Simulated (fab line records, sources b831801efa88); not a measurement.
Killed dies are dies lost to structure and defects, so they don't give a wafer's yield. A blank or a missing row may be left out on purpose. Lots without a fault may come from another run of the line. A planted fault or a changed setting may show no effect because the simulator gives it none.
A struck lot beside a sound one | flow sfq_line | 21 steps out of a route of 325
Sound: wafers L992.1, L992.2, L992.3. Struck: wafers L103.1, L103.5, L103.6. The cause comes at the end.
At each step with rows: each side's tool, then ch and its chambers, then its first start. Under that, the readings that differ: sound wafers | struck wafers | difference of the means | sigmas: that difference in standard deviations of wafers without a fault.
alike: readings whose means differ by less than 2 such deviations, and words and numbers that are the same on both sides. not compared: withheld readings, readings that some wafer has no value for, bounds like >300 that may hide the same value, and numbers for which the record gives no deviation and whose values overlap.
The two part at a step that has a row with sigmas, a row that says differs or no value, or rows on one side only. Numbers that don't overlap but have no deviation are shown without sigmas and don't part them. A reading that every wafer of one side lacks parts them only if that side has two wafers or more.

SFQ_INCOMING_BOW_MEAS_900:
  sound on film_metro-01, day 1 20:00; struck on film_metro-02, day 4 03:00
  alike: INCOMING_BOW
then, 1 step without rows for these wafers: SFQ_TRILAYER_INCOMING_OXIDATION_002 (target thk 500 nm, ox time 4939 s).
SFQ_TRILAYER_L0_DEP_SPUTTER_003: material MoNx KI, target thk 40 nm, time 100 s.
  sound on pvd_sputter-06, day 1 22:29; struck on pvd_sputter-04, day 4 05:29
  alike: throttle_valve_pct
SFQ_L0_RS_MEAS_901: measures by four-point-probe.
  sound on film_metro-04, day 1 22:34; struck on film_metro-03, day 4 05:43
  reading                | sound          | struck         | difference | sigmas
  L0_MONX_KI_RS (ohm/sq) | 44.2 44.1 43.9 | 43.0 42.9 43.3 | -1.0       | -2
SFQ_L0_THK_MEAS_902: measures by xrf.
  sound on film_metro-04, day 1 22:41; struck on film_metro-03, day 4 05:50
  reading             | sound          | struck         | difference | sigmas
  L0_MONX_KI_THK (nm) | 39.5 39.8 39.8 | 40.6 40.9 40.6 | +1.0       | +2
then, 4 steps without rows for these wafers: SFQ_TRILAYER_L0_LITHO_COAT_010 (resist thk 62 nm); SFQ_TRILAYER_L0_LITHO_COAT_005 (resist thk 600 nm); SFQ_TRILAYER_L0_LITHO_SOFTBAKE_009; SFQ_TRILAYER_L0_LITHO_EXPOSE_006 (exposes mask L0, target cd 2000 nm).
-- the record jumps here: 2 days lie between the struck wafers' starts before and after --
SFQ_TRILAYER_L0_LITHO_PEB_008: peb time 60 s.
  sound on litho_track-04 ch 0, day 4 17:15; struck on litho_track-04 ch 0, day 6 08:51
  reading                  | sound                | struck               | difference | sigmas
  heater_power_total_W (W) | 79.19 79.18 79.19    | 65.93 65.99 65.98    | -13.22     | -99 or more
  plate_temp_C (C)         | 114.88 114.79 114.92 | 100.31 100.37 100.66 | -14.42     | -99 or more
then, 1 step without rows for these wafers: SFQ_TRILAYER_L0_LITHO_DEVELOP_007 (time 60 s).
SFQ_TRILAYER_L0_BARC_OPEN_METAL_ETCH_010: etches BARC in O2, target depth 125 nm, time 41.7 s.
  sound on rie_metal-02 ch 0,1, day 4 17:33; struck on rie_metal-02 ch 0,1, day 6 09:09
  alike: drypump_motor_current_A, oes_product_au
  not compared: rf_hours_counter_h
SFQ_TRILAYER_L0_ETCH_METAL_ETCH_008: etches MoNx KI in SF6/O2, stops on SiO2, target depth 50 nm, time 25 s.
  sound on rie_metal-02 ch 0,1, day 4 17:37; struck on rie_metal-02 ch 0,1, day 6 09:13
  alike: drypump_motor_current_A, oes_product_au
  not compared: rf_hours_counter_h
SFQ_TRILAYER_L0_STRIP_STRIP_009: strips in O2.
  sound on rie_metal-02 ch 0,1, day 4 17:39; struck on rie_metal-02 ch 0,1, day 6 09:15
  alike: drypump_motor_current_A, oes_product_au
  not compared: rf_hours_counter_h
then, 1 step without rows for these wafers: SFQ_TRILAYER_L0_STRIP_SOLV_CLEAN_010 (cleans in NMP, time 600 s).
SFQ_TRILAYER_L0_CAP_PECVD_011: deposits SiO2 from SiH4/N2O, time 13.333 s, target thk 60 nm.
  sound on pecvd-03 ch 0,1,2, day 4 18:36; struck on pecvd-02 ch 0,1,2, day 6 10:02
  alike: heater_power_w, showerhead_vpp_V, throttle_valve_pct
then, 3 steps without rows for these wafers: SFQ_TRILAYER_L0_VIA_LITHO_COAT_018 (resist thk 62 nm); SFQ_TRILAYER_L0_VIA_LITHO_COAT_013 (resist thk 650 nm); SFQ_TRILAYER_L0_VIA_LITHO_SOFTBAKE_017.
-- the record jumps here: 3 days lie between the struck wafers' starts before and after --
SFQ_TRILAYER_L0_VIA_LITHO_EXPOSE_014: exposes mask L0V, target cd 700 nm.
  sound on krf_scanner-02 ch 0, day 7 08:25; struck on krf_scanner-01, day 9 19:53
  no value came back on the struck wafers for exposure_dose_mJ_cm2, focus_offset_nm (nm), reticle_temp_C (C); on the sound wafers exposure_dose_mJ_cm2 reads 21.312 21.325 21.294
  alike: mask
then, 1 step without rows for these wafers: SFQ_TRILAYER_L0_VIA_LITHO_PEB_016 (peb time 60 s).

WHERE THEY PART
First at SFQ_L0_RS_MEAS_901; last, within this record, at SFQ_TRILAYER_L0_VIA_LITHO_EXPOSE_014.

WHY: what the simulator had put in
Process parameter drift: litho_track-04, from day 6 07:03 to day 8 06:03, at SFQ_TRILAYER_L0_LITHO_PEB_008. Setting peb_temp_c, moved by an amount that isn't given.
